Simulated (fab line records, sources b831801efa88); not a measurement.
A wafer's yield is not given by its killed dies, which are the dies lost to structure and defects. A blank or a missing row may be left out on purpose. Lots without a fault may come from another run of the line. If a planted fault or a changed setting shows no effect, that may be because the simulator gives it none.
A single fault, viewed from 2 desks -- flow gf180mcu -- what lay behind the numbers comes last; until then each desk has only its own

## TOOL OWNER'S DESK, implanter-01
The tool's own readings at GF_HV_LDD_IMPLANT_33, given as means over the sampled wafers that have a number, one for each lot that went through this tool. The brackets show how far a lot's mean lies from the usual mean; more than 4 standard deviations puts the lot out of limits, marked OUT.
Columns: A = end station pressure torr at GF_HV_LDD_IMPLANT_33, usual 4.99e-06 Torr
lot,first seen here,A
L627,day 12 19:50,5.11e-06
L639,day 17 01:20,4.82e-06
L642,day 17 22:49,4.94e-06
This desk's finding: nothing out of limits on any of the 3 lots.

## THE METROLOGY DESK
What the gauges read for every lot (on any tool): the sampled wafers with a number, averaged. The brackets show how far a lot's mean lies from the usual mean; more than 4 standard deviations puts the lot out of limits, marked OUT. 7 of its 10 readings are shown, namely those furthest out on some lot.
Columns: A = HV_LDD_2_TW at GF_HV_LDD_TW_MEAS_23, usual 1048; B = cd nm at GF_HV_LDD_CD_MEAS_31, usual 401.2 nm; C = HV_LDD_02_OVL at GF_HV_LDD_OVL_MEAS_32, usual -0.1 nm; D = cd nm at GF_HV_LDD_CD_MEAS_46, usual 400.4 nm; E = HV_LDD_03_OVL at GF_HV_LDD_OVL_MEAS_47, usual 0.6 nm; F = HV_LDD_4_TW at GF_HV_LDD_TW_MEAS_50, usual 566; G = HV_LDD_RS at GF_HV_LDD_RS_MEAS_53, usual 418.5 ohm/sq
lot,first seen here,A,B,C,D,E,F,G
L627,day 12 00:31,1048,399.5,1.0,402.4,-0.6,558,418.5
L631,day 13 05:38,1052,402.4,-1.9,399.9,1.5,560,417.2
L633,day 14 01:31,1033,400.2,-1.5,399.5,-1.4,567,419.9
L639,day 16 02:52,1056,397.4,0.4,398.6,-2.4,567,417.5
L642,day 16 23:39,1038,402.2,-0.1,401.2,-1.3,564,417.5
L643,day 17 04:14,1059,403.4,0.5,396.2,0.6,567,418.5
This desk's finding: nothing out of limits on any of the 6 lots.

## TAKEN TOGETHER
The tool owner's desk saw nothing out of limits.
Nothing out of limits was seen by the metrology desk.

## WHAT HAD BEEN PUT IN BY THE SIMULATOR
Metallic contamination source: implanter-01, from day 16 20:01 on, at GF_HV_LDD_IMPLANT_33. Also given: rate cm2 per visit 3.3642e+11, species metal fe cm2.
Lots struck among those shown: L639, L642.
